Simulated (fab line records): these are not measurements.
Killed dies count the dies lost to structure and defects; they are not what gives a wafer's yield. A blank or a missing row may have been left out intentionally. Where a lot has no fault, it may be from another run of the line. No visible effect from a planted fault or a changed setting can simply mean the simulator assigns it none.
A lot that was struck, set against a sound lot :: flow sky130 :: 38 out of 708 route steps
Sound: these wafers, L647.2, L647.4, L647.6. Struck: wafers L638.1, L638.5. (L638.2 of the same lot was not struck and is left out.) The cause comes at the end.
For every step that has rows: the tool of each side, followed by ch and its chambers, followed by its first start. Under that, the readings that differ: sound wafers :: struck wafers :: difference of the means :: sigmas: that difference in standard deviations of wafers without a fault.
alike: readings with means less than 2 such deviations apart, plus words and numbers identical on both sides. not compared: withheld readings, readings lacking a value on some wafer, bounds such as >300 that could conceal the same value, and numbers that have no deviation in the record and whose values overlap.
A row with sigmas, a row that says differs or no value, or rows on one side alone: a step with any of these is where the two part. When numbers do not overlap yet have no deviation, they are printed without sigmas and do not part them. Lack of a reading on every wafer of one side parts them only where that side has two or more wafers.

first, 9 steps without rows for these wafers: SKY_VIA2_SPUTTER_20 (material TiN, target thk 20 nm, time 80 s); SKY_VIA2_CVD_21 (deposits W, target thk 420 nm, time 126.4 s); SKY_VIA2_CMP_24 (polishes, stops on SiO2, t overpolish 20 s, target thk 0 nm); SKY_METAL3_SPUTTER_00 (material Ti, target thk 15 nm, time 10 s); SKY_METAL3_SPUTTER_01 (material TiN, target thk 20 nm, time 16.7 s); SKY_METAL3_SPUTTER_02 (material AlCu, target thk 735 nm, time 39.1 s); SKY_METAL3_SPUTTER_03 (material Ti, target thk 5 nm, time 3.3 s); SKY_METAL3_SPUTTER_04 (material TiN, target thk 70 nm, time 58.3 s); SKY_CAPM_CVD_00 (deposits SiO2, target thk 15.5 nm).
SKY_CAPM_SPUTTER_02: material TiN, target thk 200 nm, time 166.7 s.
  sound on pvdSputter-03 at day 41 01:29; struck on pvdSputter-03 at day 37 20:50
reading: model.TiN_of_CAPM_SPUTTER_02.thkNm (nm)
sound: 204.2 201.1 203.3
struck: 228.7 224.5
difference: +23.7
sigmas: 
  alike: throttleValvePct
SKY_CAPM_RS_MEAS_03: measures by four-point-probe.
  sound on filmMetro-04 at day 41 01:37; struck on filmMetro-02 at day 37 20:57
reading: CAPM_TIN_RS (ohm/sq)
sound: 6.78 6.88 6.80
struck: 6.04 6.16
difference: -0.72
sigmas: -10
SKY_CAPM_THK_MEAS_04: measures by xrf.
  sound on filmMetro-04 at day 41 01:43; struck on filmMetro-02 at day 37 21:04
reading: CAPM_TIN_THK (nm)
sound: 204.8 201.9 203.7
struck: 231.7 228.6
difference: +26.7
sigmas: +12
then, 7 steps without rows for these wafers: SKY_CAPM_DEHYDRATE_05 (time 60 s); SKY_CAPM_HMDS_06 (prime time 60 s); SKY_CAPM_COAT_07 (resist thk 1140 nm); SKY_CAPM_SOFTBAKE_08 (time 60 s); SKY_CAPM_EXPOSE_09 (exposes mask CAPM, target cd 1000 nm); SKY_CAPM_PEB_10; SKY_CAPM_DEVELOP_11 (develop time 60 s).
SKY_CAPM_METAL_ETCH_13: etches TiN in Cl2/BCl3, stops on SiO2, target depth 220 nm, time 62.9 s.
  sound on rieMetal-02 ch 0,1, day 42 00:40; struck on rieMetal-02 ch 0,1, day 38 22:16
reading: oesProductAu (a.u.)
sound: 0.955 0.940 0.945
struck: 1.009 0.995
difference: +0.055
sigmas: +7

reading: throttleValvePct (%)
sound: 21.892 21.903 21.902
struck: 21.869 21.872
difference: -0.029
sigmas: -3
  alike: bcl3FlowSccm, drypumpMotorCurrentA
  not compared: rfHoursCounterH
then, 16 steps without rows for these wafers: SKY_CAPM_STRIP_14 (strips in O2/N2); SKY_CAPM_STRIP_15 (strips in post etch residue remover, time 1200 s); SKY_CAPM_CLEAN_16 (cleans in IPA, time 180 s); SKY_CAPM_CLEAN_17 (cleans in O3/DIW); SKY_METAL3_DEHYDRATE_05 (time 60 s); SKY_METAL3_HMDS_06 (prime time 60 s); SKY_METAL3_COAT_07 (resist thk 60 nm); SKY_METAL3_COAT_08 (resist thk 1140 nm); SKY_METAL3_SOFTBAKE_09 (time 90 s); SKY_METAL3_EXPOSE_10 (exposes mask MM3, target cd 300 nm); SKY_METAL3_PEB_11; SKY_METAL3_DEVELOP_12 (develop time 60 s); SKY_METAL3_DESCUM_15 (chemistry O2, time 8 s); SKY_METAL3_ETCH_16 (etches BARC in N2/H2, stops on SiO2, time 88.2 s, target depth 60 nm); SKY_METAL3_ETCH_17 (etches SiO2 in C4F8/O2/Ar, stops on TiN, time 3.9 s, target depth 15 nm); SKY_METAL3_METAL_ETCH_18 (etches the open film in Cl2/BCl3, stops on SiO2, target depth 845 nm, time 183.1 s).
SKY_METAL3_STRIP_20: strips in post etch residue remover, time 1200 s.
  sound on wetBench-02 ch 3, day 43 01:27; struck on wetBench-02 ch 1, day 40 00:35
reading: model.TiN_of_CAPM_SPUTTER_02.thkNm (nm)
sound: 203.4 200.2 202.5
struck: 227.9 223.7
difference: +23.8
sigmas: 
  alike: bathHeatDutyPct
-- the record jumps here: 7 days lie between the struck wafers' starts before and after (it left off in module METAL3 and takes up again in module PAD_OPEN, whose first step shown is number 708 of the route) --
SKY_PAD_OPEN_PROBE_99:
  sound on prober-02 at day 49 08:56; struck on prober-01 at day 46 23:02
reading: model.etest.tester.sortNPass
sound: 420 396 379
struck: 0 332
difference: -232
sigmas: 

reading: model.etest.via3Chain.rcOhm
sound: 9.311 9.197 9.683
struck: 406.6 14.3
difference: +201.1
sigmas: 

reading: model.etest.tester.sortYieldPct (%)
sound: 85.37 80.49 77.03
struck: 0 67.48
difference: -47
sigmas: 

reading: model.etest.capMim.plateOhmSq
sound: 5.905 6.006 5.903
struck: 5.271 5.329
difference: -0.638
sigmas: 
  alike: defectLimitedYield, killed_at_M0_to_M3, killed_at_M4_up, killedAtContacts, killedAtFrontEnd, killedAtOther, killedDies, killedOnRim, killedOpen, killedShort
  not compared: model.etest.tester.sort_bin_4_pct, model.etest.tester.sort_bin_5_pct, model.etest.capMim.leakLog10ACm2, model.etest.tester.sort_bin_8_pct

WHERE THEY PART
At SKY_CAPM_RS_MEAS_03 first; at SKY_CAPM_METAL_ETCH_13 last (within this record only). Later steps at which nothing parts them and some readings are alike: SKY_METAL3_STRIP_20, SKY_PAD_OPEN_PROBE_99.

WHY: what had been put in by the simulator
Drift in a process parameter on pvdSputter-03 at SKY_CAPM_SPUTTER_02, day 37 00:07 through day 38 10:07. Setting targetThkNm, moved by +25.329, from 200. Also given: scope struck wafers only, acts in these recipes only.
